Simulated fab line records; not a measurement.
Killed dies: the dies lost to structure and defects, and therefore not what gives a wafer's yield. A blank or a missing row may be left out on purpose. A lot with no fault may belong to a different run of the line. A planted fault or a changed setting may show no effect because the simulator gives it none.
fab line records ; flow sky130
record: lots: 6; wafers: 18; last_day: 50
route steps=708 shown SD_N@344 SD_P@359 RES_XHIGH@360 PAD_OPEN@708
lots with no fault: from the same line, run without faults
start_h: hours from the record's first day to the start of the lot's first wafer shown ; wait_h: hours from the lot's prior step to this one ; " as in the row above ; L1.1+2: one row covering several wafers at once ; - either no value or no given start ; * or withheld: withheld ; < > ~ a bound
route shown NAME@n: names a module that has steps shown in the file, with the first one's number in the route ; usual: mean and standard deviation over wafers with no fault ; same: alike in all rows ; chamber/n: place in a boat ; sites: readings site by site ; _std_site: the standard deviation of these ; _edge_site: mean of outer sites minus mean of inner sites ; radius_mm: for every site, how far away it sits from the centre of the wafer ; mask NAME#n: copy n ; behind: the most recent tool/chamber to have shaped the wafer ; hold: cause of the lot's hold/its duration in hours/its outcome ; device: the n, p or np transistor that did not switch ; end of line: at the end of the route, the tests of the same wafers ; step lacking rows: just its recipe ; killed: at the first sort, the dies lost to defects and structure; wafer yield is something else ; map: shows each die of a wafer: x if killed, . if not, _ if none is there
set.NAME: the setting as run; set.NAME@STEP: as run at that earlier step ; model.NAME: the simulator's own value behind a step, which no gauge read
lots at some steps of the route; a table a step, a row a wafer
services: the hour from which a tool's chamber was out of use, counted from the record's first day as start_h (under 0 if before that day), plus the number of hours and why
== steps ==
step: SKY_SD_N_COAT_02
recipe: resist: NOVOLAK; spin_rpm: 3000; resist_thk_nm: 1140
step: SKY_SD_N_SOFTBAKE_03
recipe: temp_c: 90; time_s: 60; resist: NOVOLAK
step: SKY_SD_N_EXPOSE_04
recipe: mask_id: NSDM; na: 0.6; source_shape: conventional; sigma_outer: 0.6; polarization: unpolarized; target_cd_nm: 380; dose_mj: 141
step: SKY_SD_N_PEB_05
recipe: temp_c: withheld; time_s: *; resist: NOVOLAK
step: SKY_SD_N_DEVELOP_06
recipe: resist: NOVOLAK; developer: TMAH; develop_time_s: 60; dev_temp_c: 23
step: SKY_SD_N_CD_MEAS_07
recipe: target_cd_nm: 380
usual: cd_nm: 380.6/2.2
lot.wafer;tool;chamber;start_h;wait_h;cd_nm
L965.1;cd_sem-01;-;694.72;0.1;381.6
L965.2;cd_sem-01;-;694.72;0.1;377.6
L965.6;cd_sem-01;-;694.72;0.1;380.4
L967.3;cd_sem-02;-;719.26;0.1;384.0
L967.4;cd_sem-02;-;719.26;0.1;381.8
L967.5;cd_sem-02;-;719.26;0.1;384.8
L973.2;cd_sem-02;-;760.75;0.1;376.8
L973.4;cd_sem-02;-;760.75;0.1;378.2
L973.5;cd_sem-02;-;760.75;0.1;380.3
L974.2;cd_sem-02;-;776.45;0.1;380.8
L974.5;cd_sem-02;-;776.45;0.1;378.4
L974.6;cd_sem-02;-;776.45;0.1;379.5
L980.2;cd_sem-01;-;819.42;0.1;379.6
L980.3;cd_sem-01;-;819.42;0.1;379.3
L980.6;cd_sem-01;-;819.42;0.1;378.4
L982.2;cd_sem-01;-;826.44;0.1;377.3
L982.3;cd_sem-01;-;826.44;0.1;376.9
L982.4;cd_sem-01;-;826.44;0.1;377.4
step: SKY_SD_N_OVL_MEAS_08
usual: SD_N_OVL: -0.4/1.5
lot.wafer;tool;chamber;start_h;wait_h;SD_N_OVL[nm]
L965.1;overlay-02;-;694.84;0.1;-0.6
L965.2;overlay-02;-;694.84;0.1;1.0
L965.6;overlay-02;-;694.84;0.1;0.3
L967.3;overlay-02;-;719.35;0.1;0.3
L967.4;overlay-02;-;719.35;0.1;1.1
L967.5;overlay-02;-;719.35;0.1;-0.5
L973.2;overlay-02;-;760.86;0.1;0.0
L973.4;overlay-02;-;760.86;0.1;1.4
L973.5;overlay-02;-;760.86;0.1;4.1
L974.2;overlay-02;-;776.56;0.1;-4.9
L974.5;overlay-02;-;776.56;0.1;-3.2
L974.6;overlay-02;-;776.56;0.1;-4.7
L980.2;overlay-02;-;819.52;0.1;0.8
L980.3;overlay-02;-;819.52;0.1;-0.5
L980.6;overlay-02;-;819.52;0.1;-1.4
L982.2;overlay-02;-;826.54;0.1;1.4
L982.3;overlay-02;-;826.54;0.1;2.3
L982.4;overlay-02;-;826.54;0.1;1.7
step: SKY_SD_N_IMPLANT_09
recipe: species: As; energy_kev: 50; dose_cm2: 4e+15; tilt_deg: 0
step: SKY_SD_N_IMPLANT_10
recipe: species: P; energy_kev: 20; dose_cm2: 1e+14; tilt_deg: 0
step: SKY_SD_N_STRIP_11
recipe: chemistry: O2/N2; power_w: 1400; pressure_mtorr: 1500; platen_temp_c: withheld; o2_flow_sccm: 3000; n2_flow_sccm: 300; overash_fraction: 0.5
usual: drypump_motor_current_A: 5.6/0.41; oes_product_au: 0.527/0.0048; strip_time_to_endpoint_s: 22.56/0.037
lot.wafer;tool;chamber;start_h;wait_h;drypump_motor_current_A;oes_product_au;rf_hours_counter_h;strip_time_to_endpoint_s
L965.1;plasma_asher-03;1;695.17;0.1;5.1;0.520;55;22.58
L965.2;plasma_asher-03;0;695.17;0.1;5.6;0.519;55;22.57
L965.6;plasma_asher-03;1;695.17;0.1;5.1;0.534;-;22.60
L967.3;plasma_asher-01;1;719.71;0.1;6.1;0.526;-;22.56
L967.4;plasma_asher-01;0;719.71;0.1;5.4;0.523;-;22.55
L967.5;plasma_asher-01;1;719.71;0.1;6.1;0.524;-;22.54
L973.2;plasma_asher-03;1;761.19;0.1;5.1;0.521;62;22.57
L973.4;plasma_asher-03;1;761.19;0.1;5.1;0.526;-;22.58
L973.5;plasma_asher-03;1;761.19;0.1;5.1;0.529;-;22.56
L974.2;plasma_asher-01;0;776.89;0.1;5.3;0.526;34;22.54
L974.5;plasma_asher-01;0;776.89;0.1;5.3;0.528;-;22.50
L974.6;plasma_asher-01;1;776.89;0.1;6.1;0.539;-;22.56
L980.2;plasma_asher-03;0;819.85;0.1;5.6;0.531;68;22.60
L980.3;plasma_asher-03;1;819.85;0.1;5.1;0.529;-;22.61
L980.6;plasma_asher-03;0;819.85;0.1;5.6;0.521;-;22.63
L982.2;plasma_asher-01;1;826.87;0.1;6.1;0.527;40;22.54
L982.3;plasma_asher-01;1;826.87;0.1;6.1;0.525;-;22.52
L982.4;plasma_asher-01;0;826.87;0.1;5.3;0.523;-;22.58
step: SKY_SD_N_TW_MEAS_12
usual: SD_N_TW: 3949/49
lot.wafer;tool;chamber;start_h;wait_h;SD_N_TW
L965.1;film_metro-01;-;695.27;0.1;3866
L965.2;film_metro-01;-;695.27;0.1;3890
L965.6;film_metro-01;-;695.27;0.1;3890
L967.3;film_metro-04;-;719.79;0.1;3963
L967.4;film_metro-04;-;719.79;0.1;3962
L967.5;film_metro-04;-;719.79;0.1;3959
L973.2;film_metro-04;-;761.30;0.1;3995
L973.4;film_metro-04;-;761.30;0.1;3986
L973.5;film_metro-04;-;761.30;0.1;3999
L974.2;film_metro-04;-;777.00;0.1;3990
L974.5;film_metro-04;-;777.00;0.1;3960
L974.6;film_metro-04;-;777.00;0.1;3976
L980.2;film_metro-01;-;819.96;0.1;3875
L980.3;film_metro-01;-;819.96;0.1;3885
L980.6;film_metro-01;-;819.96;0.1;3867
L982.2;film_metro-02;-;826.98;0.1;3997
L982.3;film_metro-02;-;826.98;0.1;3987
L982.4;film_metro-02;-;826.98;0.1;3971
step: SKY_SD_N_CLEAN_13
recipe: chemistry: SC1/SC2; mix: 1:4:20; temp_c: 70; time_s: 150; dry: n2_spin
step: SKY_SD_N_RTA_14
recipe: temp_c: 1075; time_s: 2; idle_temp_c: 650; ramp_up_c_per_s: 150; ramp_down_c_per_s: 90; ambient: N2
usual: lamp_power_pct: 15.73/0.058; wafer_temp_C_max: 1077.9/1.2
same: time_s: 2
lot.wafer;tool;chamber;start_h;wait_h;lamp_power_pct;wafer_temp_C_max
L965.1;rtp_anneal-02;0;695.38;0.0;15.75;1078.6
L965.2;rtp_anneal-02;0;695.38;0.0;15.62;1076.1
L965.6;rtp_anneal-02;0;695.38;0.0;15.70;1077.6
L967.3;rtp_anneal-02;0;719.90;0.0;15.80;1079.7
L967.4;rtp_anneal-02;0;719.90;0.0;15.72;1076.3
L967.5;rtp_anneal-02;0;719.90;0.0;15.72;1076.4
L973.2;rtp_anneal-02;0;761.41;0.0;16.04;1092.5
L973.4;rtp_anneal-02;0;761.41;0.0;16.06;1091.7
L973.5;rtp_anneal-02;0;761.41;0.0;16.07;1091.9
L974.2;rtp_anneal-02;0;777.11;0.0;16.05;1091.7
L974.5;rtp_anneal-02;0;777.11;0.0;16.03;1094.1
L974.6;rtp_anneal-02;0;777.11;0.0;16.04;1094.3
L980.2;rtp_anneal-01;0;820.07;0.0;15.69;1077.7
L980.3;rtp_anneal-01;0;820.07;0.0;15.69;1078.2
L980.6;rtp_anneal-01;0;820.07;0.0;15.70;1077.8
L982.2;rtp_anneal-01;0;827.10;0.0;15.82;1080.8
L982.3;rtp_anneal-01;0;827.10;0.0;15.65;1076.6
L982.4;rtp_anneal-01;0;827.10;0.0;15.79;1079.5
step: SKY_SD_N_RS_MEAS_16
recipe: thk_meas_gauge: four-point-probe
usual: SD_N_RS: 68.44/0.12
lot.wafer;tool;chamber;start_h;wait_h;SD_N_RS[ohm/sq]
L965.1;film_metro-04;-;695.56;0.1;68.32
L965.2;film_metro-04;-;695.56;0.1;68.44
L965.6;film_metro-04;-;695.56;0.1;68.41
L967.3;film_metro-01;-;720.10;0.1;68.39
L967.4;film_metro-01;-;720.10;0.1;68.56
L967.5;film_metro-01;-;720.10;0.1;68.51
L973.2;film_metro-01;-;761.59;0.1;65.84
L973.4;film_metro-01;-;761.59;0.1;65.77
L973.5;film_metro-01;-;761.59;0.1;65.76
L974.2;film_metro-01;-;777.29;0.1;65.85
L974.5;film_metro-01;-;777.29;0.1;65.78
L974.6;film_metro-01;-;777.29;0.1;66.02
L980.2;film_metro-02;-;820.26;0.1;68.34
L980.3;film_metro-02;-;820.26;0.1;68.37
L980.6;film_metro-02;-;820.26;0.1;68.16
L982.2;film_metro-01;-;827.33;0.1;68.52
L982.3;film_metro-01;-;827.33;0.1;68.58
L982.4;film_metro-01;-;827.33;0.1;68.65
step: SKY_SD_N_RS_MEAS_17
recipe: thk_meas_gauge: four-point-probe
usual: SD_P_RS: 146.8/0.37
lot.wafer;tool;chamber;start_h;wait_h;SD_P_RS[ohm/sq]
L965.1;film_metro-04;-;695.68;0.1;146.8
L965.2;film_metro-04;-;695.68;0.1;146.8
L965.6;film_metro-04;-;695.68;0.1;146.5
L967.3;film_metro-01;-;720.22;0.1;146.9
L967.4;film_metro-01;-;720.22;0.1;147.4
L967.5;film_metro-01;-;720.22;0.1;147.4
L973.2;film_metro-01;-;761.71;0.1;134.5
L973.4;film_metro-01;-;761.71;0.1;134.1
L973.5;film_metro-01;-;761.71;0.1;134.5
L974.2;film_metro-01;-;777.41;0.1;134.2
L974.5;film_metro-01;-;777.41;0.1;134.2
L974.6;film_metro-01;-;777.41;0.1;134.3
L980.2;film_metro-02;-;820.38;0.1;145.8
L980.3;film_metro-02;-;820.38;0.1;146.0
L980.6;film_metro-02;-;820.38;0.1;146.2
L982.2;film_metro-01;-;827.45;0.1;146.8
L982.3;film_metro-01;-;827.45;0.1;147.4
L982.4;film_metro-01;-;827.45;0.1;146.7
step: SKY_SD_N_RS_MEAS_18
recipe: thk_meas_gauge: four-point-probe
usual: RES_XHIGH_RS: 332.9/1.3
lot.wafer;tool;chamber;start_h;wait_h;RES_XHIGH_RS[ohm/sq]
L965.1;film_metro-04;-;695.80;0.1;332.5
L965.2;film_metro-04;-;695.80;0.1;332.8
L965.6;film_metro-04;-;695.80;0.1;333.1
L967.3;film_metro-01;-;720.34;0.1;331.8
L967.4;film_metro-01;-;720.34;0.1;331.1
L967.5;film_metro-01;-;720.34;0.1;332.6
L973.2;film_metro-01;-;761.83;0.1;332.0
L973.4;film_metro-01;-;761.83;0.1;331.1
L973.5;film_metro-01;-;761.83;0.1;332.0
L974.2;film_metro-01;-;777.53;0.1;334.5
L974.5;film_metro-01;-;777.53;0.1;334.0
L974.6;film_metro-01;-;777.53;0.1;334.6
L980.2;film_metro-02;-;820.50;0.1;332.5
L980.3;film_metro-02;-;820.50;0.1;332.9
L980.6;film_metro-02;-;820.50;0.1;331.7
L982.2;film_metro-01;-;827.57;0.1;333.8
L982.3;film_metro-01;-;827.57;0.1;333.2
L982.4;film_metro-01;-;827.57;0.1;334.6
step: SKY_PAD_OPEN_PROBE_99
usual: killed_at_M0_to_M3: 43/7.1; killed_at_M4_up: 3.2/1.7; killed_at_contacts: 24/5.6; killed_at_front_end: 16/5; killed_at_other: 0.4/0.68; killed_dies: 86/9.3; killed_open: 47/7.1; killed_short: 39/5.7
same: gross_dies: 492; killed_at_back_side: 0
lot.wafer;tool;chamber;start_h;wait_h;killed_at_M0_to_M3;killed_at_M4_up;killed_at_contacts;killed_at_front_end;killed_at_other;killed_dies;killed_open;killed_short;model.etest.res_xhigh_po.line_ohm_um;model.etest.res_xhigh_po.rs_ohm_sq;model.etest.pfet_01v8.r_on_ohm_um;model.etest.res_pdiff.line_ohm_um;model.etest.res_high_po.line_ohm_um;model.etest.licon_high_po.rc_ohm;model.etest.res_ndiff.line_ohm_um;model.etest.res_high_po.rs_ohm_sq
L965.1;prober-02;-;1111.09;0.1;37;3;19;23;0;82;42;40;5504;1968;2937;1362;715.6;360.9;738.6;259.3
L965.2;prober-02;-;1111.14;0.1;31;1;18;18;0;68;33;35;5799;2045;2905;1399;759.1;352.8;745.9;266.2
L965.6;prober-02;-;1111.34;0.2;32;1;28;20;0;81;42;39;5978;2091;2884;1336;755.1;368.9;745.6;266.9
L967.3;prober-02;-;1128.86;0.2;38;2;34;17;1;92;58;34;5549;1940;2838;1360;726.1;351.8;785;253.3
L967.4;prober-02;-;1128.91;0.2;38;2;22;21;1;84;36;47;5457;1929;2863;1371;724.9;349.7;784.6;252.8
L967.5;prober-02;-;1128.96;0.2;54;3;23;13;0;93;51;42;5371;1881;2822;1349;709.4;325.2;759.5;252.7
L973.2;prober-02;-;1155.68;0.1;54;1;18;19;1;93;62;30;4936;1735;2711;1219;667.7;296.6;720.3;233.9
L973.4;prober-02;-;1155.78;0.2;38;1;34;17;0;90;49;41;5093;1756;2630;1264;684;302.8;733.4;237.4
L973.5;prober-02;-;1155.83;0.2;43;1;15;13;0;72;45;27;4944;1704;2595;1256;661.4;288.4;741.7;230.5
L974.2;prober-01;-;1167.43;0.1;69;3;20;12;0;104;54;50;5247;1819;2693;1271;685.1;291.1;752.2;239.7
L974.5;prober-01;-;1167.58;0.2;39;4;24;14;0;81;42;38;5042;1770;2728;1244;679.7;289.3;758;236.9
L974.6;prober-01;-;1167.63;0.2;42;4;24;15;3;88;39;46;5191;1835;2690;1284;693.7;299.1;757.2;239.2
L980.2;prober-02;-;1193.83;0.1;39;2;24;13;0;78;41;37;5858;2052;2924;1336;748.2;343.1;752.7;262.5
L980.3;prober-02;-;1193.88;0.2;37;1;28;15;0;81;47;34;5653;1961;2908;1344;740.4;335.7;750.3;258.3
L980.6;prober-02;-;1194.03;0.2;36;3;20;16;0;75;39;36;5660;2004;2935;1360;740.1;349.2;742.4;260.7
L982.2;prober-02;-;1201.87;0.1;49;2;17;11;0;79;41;38;5814;2069;2880;1369;741.9;353.8;747.2;262.5
L982.3;prober-02;-;1201.92;0.2;36;4;19;13;0;72;41;31;5731;1991;2863;1400;750.1;353.7;759.5;264.4
L982.4;prober-02;-;1201.97;0.2;34;3;25;18;3;83;45;36;5626;2001;2900;1402;746.4;351.6;766.3;257.6
killed by level:class
L965.1 VIA1:geometric_particle:open=8 FIELD_ISO:geometric_particle:open=7 LI_CONTACT:geometric_particle:open=7 METAL1:geometric_particle:short=6 CONTACT:geometric_particle:open=5 FIELD_ISO:geometric_particle:short=4 CONTACT:geometric_particle:short=4 VIA3:geometric_particle:short=4
L965.2 FIELD_ISO:geometric_particle:short=6 METAL1:geometric_particle:short=6 VIA1:geometric_particle:open=6 VIA3:geometric_particle:open=6 CONTACT:geometric_particle:open=5 LI_CONTACT:geometric_particle:short=4 VIA2:geometric_particle:open=4 FIELD_ISO:geometric_particle:open=3
L965.6 CONTACT:geometric_particle:open=13 METAL2:geometric_particle:short=9 FIELD_ISO:geometric_particle:short=8 VIA1:geometric_particle:short=8 LI_CONTACT:geometric_particle:open=7 VIA1:geometric_particle:open=5 FIELD_ISO:geometric_particle:open=4 LOCAL_INTERCONNECT:geometric_particle:short=4
L967.3 CONTACT:geometric_particle:open=12 VIA1:geometric_particle:open=9 VIA2:geometric_particle:open=8 LI_CONTACT:geometric_particle:open=7 CONTACT:geometric_particle:short=7 SPACER:geometric_particle:open=5 POLY_GATE:geometric_particle:open=4 METAL1:geometric_particle:short=4
L967.4 CONTACT:geometric_particle:open=9 CONTACT:geometric_particle:short=7 METAL1:geometric_particle:short=7 METAL2:geometric_particle:short=6 SPACER:geometric_particle:short=5 LI_CONTACT:geometric_particle:open=5 VIA1:geometric_particle:short=5 VIA1:geometric_particle:open=5
L967.5 VIA3:geometric_particle:open=11 VIA1:geometric_particle:open=10 CONTACT:geometric_particle:open=8 VIA2:geometric_particle:open=7 METAL2:geometric_particle:short=6 FIELD_ISO:geometric_particle:short=5 VIA1:geometric_particle:short=5 LI_CONTACT:geometric_particle:short=5
L973.2 VIA1:geometric_particle:open=21 CONTACT:geometric_particle:open=8 VIA3:geometric_particle:open=7 POLY_GATE:geometric_particle:open=6 LI_CONTACT:geometric_particle:open=6 VIA1:geometric_particle:short=6 VIA3:geometric_particle:short=5 METAL1:geometric_particle:short=4
L973.4 CONTACT:geometric_particle:open=16 VIA1:geometric_particle:open=11 VIA3:geometric_particle:short=7 LI_CONTACT:geometric_particle:open=6 FIELD_ISO:geometric_particle:open=5 CONTACT:geometric_particle:short=5 LOCAL_INTERCONNECT:geometric_particle:short=4 METAL1:geometric_particle:short=4
L973.5 VIA1:geometric_particle:open=9 METAL1:geometric_particle:short=7 VIA3:geometric_particle:open=7 POLY_GATE:geometric_particle:open=6 LI_CONTACT:geometric_particle:open=6 CONTACT:geometric_particle:open=4 VIA1:geometric_particle:short=4 METAL2:geometric_particle:open=4
L974.2 VIA1:geometric_particle:open=17 METAL1:geometric_particle:short=9 VIA2:geometric_particle:open=8 VIA2:geometric_particle:short=7 VIA1:geometric_particle:short=7 LI_CONTACT:geometric_particle:open=6 CONTACT:geometric_particle:short=5 METAL2:geometric_particle:short=5
L974.5 VIA1:geometric_particle:open=9 CONTACT:geometric_particle:open=9 VIA1:geometric_particle:short=8 METAL1:geometric_particle:short=7 CONTACT:geometric_particle:short=6 FIELD_ISO:geometric_particle:open=5 FIELD_ISO:geometric_particle:short=5 LI_CONTACT:geometric_particle:open=5
L974.6 VIA1:geometric_particle:open=9 CONTACT:geometric_particle:open=8 POLY_GATE:geometric_particle:short=6 METAL1:geometric_particle:short=6 VIA1:geometric_particle:short=5 METAL3:geometric_particle:short=5 CONTACT:geometric_particle:short=4 LI_CONTACT:geometric_particle:open=4
L980.2 CONTACT:geometric_particle:open=13 VIA1:geometric_particle:open=8 METAL2:geometric_particle:short=7 POLY_GATE:geometric_particle:short=5 CONTACT:geometric_particle:short=5 METAL1:geometric_particle:short=4 VIA2:geometric_particle:short=4 FIELD_ISO:geometric_particle:open=3
L980.3 VIA1:geometric_particle:open=12 CONTACT:geometric_particle:open=9 LOCAL_INTERCONNECT:geometric_particle:short=7 CONTACT:geometric_particle:short=7 VIA2:geometric_particle:open=6 VIA3:geometric_particle:open=6 FIELD_ISO:geometric_particle:short=4 FIELD_ISO:geometric_particle:open=4
L980.6 LI_CONTACT:geometric_particle:open=8 LOCAL_INTERCONNECT:geometric_particle:short=7 VIA3:geometric_particle:open=7 FIELD_ISO:geometric_particle:open=6 METAL1:geometric_particle:short=6 VIA1:geometric_particle:open=6 VIA2:geometric_particle:short=4 POLY_GATE:geometric_particle:short=4
L982.2 VIA1:geometric_particle:open=13 VIA3:geometric_particle:open=10 CONTACT:geometric_particle:open=6 METAL2:geometric_particle:short=5 LOCAL_INTERCONNECT:geometric_particle:short=4 CONTACT:geometric_particle:short=4 VIA2:geometric_particle:short=4 VIA3:geometric_particle:short=4
L982.3 CONTACT:geometric_particle:open=11 VIA3:geometric_particle:open=8 FIELD_ISO:geometric_particle:short=6 LI_CONTACT:geometric_particle:open=5 VIA1:geometric_particle:open=5 VIA2:geometric_particle:short=5 METAL3:geometric_particle:short=4 METAL4:geometric_particle:short=4
L982.4 FIELD_ISO:geometric_particle:short=8 VIA1:geometric_particle:open=7 CONTACT:geometric_particle:open=7 VIA2:geometric_particle:open=7 LI_CONTACT:geometric_particle:open=6 VIA3:geometric_particle:open=6 LOCAL_INTERCONNECT:geometric_particle:short=4 CONTACT:geometric_particle:short=4
== services ==
tool;chamber;start_h;hours;kind
rtp_anneal-02;-;681.00;4.9;pm
rtp_anneal-01;-;714.93;82.4;pm
== key ==
first_sign: step: SKY_SD_N_RTA_14; reading: wafer_temp_C_max; direction: up; sigmas: 12; usual: *; struck: *
effect: step: SKY_SD_N_RTA_14; reading: lamp_power_pct; direction: up; sigmas: 5.5; usual: 15.73; struck: 16.05
effect: step: SKY_SD_N_RS_MEAS_16; reading: SD_N_RS; direction: down; sigmas: 23; usual: 68.44; struck: 65.84
effect: step: SKY_SD_N_RS_MEAS_17; reading: SD_P_RS; direction: down; sigmas: 34; usual: 146.8; struck: 134.3
model_effect: step: SKY_PAD_OPEN_PROBE_99; value: etest.res_xhigh_po.line_ohm_um; without: 5836; struck: 5076
met_at SKY_SD_N_RTA_14
struck_wafers L973.2,L973.4,L973.5,L974.2,L974.5,L974.6
tester_left_out L973,L974
onset_between 719.90 761.41
fault: kind: process_parameter_drift; tool: rtp_anneal-02; chamber: -; onset_h: 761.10; steps: SKY_SD_N_RTA_14; channel: temp_c; offset: *; shape: step; end_h: 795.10; acts_in: *; stated: *
tester_left_out: of these lots the tester's yield and bins aren't shown, on N5 and GAA mostly nor the transistor test; their killed dies are dies lost to structure and defects alone, not to doping, threshold or leakage, so they don't give the yield
